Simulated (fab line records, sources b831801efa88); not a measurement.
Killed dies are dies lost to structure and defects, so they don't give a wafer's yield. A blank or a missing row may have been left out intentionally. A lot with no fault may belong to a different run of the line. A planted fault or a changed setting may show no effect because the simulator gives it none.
What tool caused it? | flow sky130 | 12 lots (36 wafers sampled), 1 step of a 708-step route

== WHAT THE GAUGES SHOWED, per wafer ==
SKY_SD_P_CD_MEAS_07 targets a cd of 380 nm.
lot  | measured     | on        | cd_nm (nm)
L075 | day 25 19:17 | cd_sem-02 | 382.4 380.5 382.1
L077 | day 26 09:53 | cd_sem-01 | 376.2 377.5 378.9
L079 | day 26 21:55 | cd_sem-01 | 381.8 379.8 379.6
L081 | day 28 01:37 | cd_sem-01 | 384.1 383.1 381.8
L083 | day 28 23:53 | cd_sem-01 | 383.7 381.7 385.8
L086 | day 29 15:43 | cd_sem-01 | 380.9 380.2 378.5
L087 | day 30 00:47 | cd_sem-01 | 382.4 384.0 384.4
L089 | day 30 23:14 | cd_sem-01 | 382.1 383.8 382.8
L091 | day 31 14:10 | cd_sem-01 | 380.3 381.7 380.6
L093 | day 31 19:50 | cd_sem-01 | 382.9 379.5 381.0
L095 | day 32 11:35 | cd_sem-01 | 382.4 380.3 382.5
L097 | day 32 22:58 | cd_sem-02 | 379.8 377.1 377.0

== WHICH TOOL RAN EACH LOT (tool, then ch and the chambers of the sampled wafers, then the start) ==
Before these readings, the record contains no process step.

== THE ANSWER, worked out from the rows above alone ==
Rule: the usual values come from the lots themselves. The widest of any qualifying gaps counts: lots, ordered by their means at a reading, are off when they make up no more than a third of the lots, leave a main group of 4 or more, and stand apart from it by 3 or more times the standard deviation of that group's means. A main group is skipped when, at the precision printed for the reading in the tables above, its means are all equal. Also off: a lot with no number at a reading for which 4 or more lots have one. Any other lot the step has rows for is counted as sound.
Nothing can be told from this: no lot is off at any reading shown.

== WHAT HAD BEEN PUT IN BY THE SIMULATOR ==
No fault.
